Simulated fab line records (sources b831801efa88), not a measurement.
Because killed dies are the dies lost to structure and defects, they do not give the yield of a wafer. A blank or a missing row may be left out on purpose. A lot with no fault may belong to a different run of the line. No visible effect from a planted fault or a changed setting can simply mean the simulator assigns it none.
Which tool is to blame? | flow gf180mcu | 6 lots, 18 wafers sampled, at 2 steps of a route of 602

== WHAT THE GAUGES SHOWED, per wafer ==
GF_PSD_RS_MEAS_14: measures by four-point-probe.
lot  | measured     | on            | NSD_RS (ohm/sq)
L557 | day 15 15:30 | film-metro-01 | 46.13 46.10 46.14
L560 | day 16 13:25 | film-metro-01 | 46.23 46.27 46.17
L562 | day 17 06:27 | film-metro-01 | 46.22 46.21 46.12
L565 | day 18 12:30 | film-metro-03 | 43.31 43.19 43.31
L567 | day 19 02:02 | film-metro-02 | 43.39 43.35 43.37
L574 | day 21 11:28 | film-metro-03 | 46.10 46.15 46.10

== WHICH TOOL RAN EACH LOT (tool, then ch and the chambers of the sampled wafers, then the start) ==
lot  | GF_PSD_RTA_13
L557 | rtp-anneal-02 ch 0, day 15 15:25
L560 | rtp-anneal-01 ch 0, day 16 13:20
L562 | rtp-anneal-02 ch 0, day 17 06:22
L565 | rtp-anneal-02 ch 0, day 18 12:24
L567 | rtp-anneal-02 ch 0, day 19 01:57
L574 | rtp-anneal-02 ch 0, day 21 11:22
- GF_PSD_RTA_13: time 20 s.

== THE ANSWER, worked out from the rows above alone ==
Rule: usual is defined by the lots themselves. The widest of any qualifying gaps counts: lots, ordered by their means at a reading, are off when they make up no more than a third of the lots, leave a main group of 4 or more, and stand apart from it by 3 or more times the standard deviation of that group's means. A main group is skipped when, at the precision printed for the reading in the tables above, its means are all equal. Also off: a lot with no number at a reading for which 4 or more lots have one. The other lots that the step has rows for count as sound.
Off: L565, L567, at GF_PSD_RS_MEAS_14 (NSD_RS). Main group: mean 46.16 ohm/sq, sd 0.044.
If a tool, at a process step before that reading, ran all the lots that are off and no sound lot after the first of them, it fits. Gauges at GF_PSD_RS_MEAS_14: tried the same way as those tools. Of those tried, none fits.

== WHAT THE SIMULATOR PUT IN ==
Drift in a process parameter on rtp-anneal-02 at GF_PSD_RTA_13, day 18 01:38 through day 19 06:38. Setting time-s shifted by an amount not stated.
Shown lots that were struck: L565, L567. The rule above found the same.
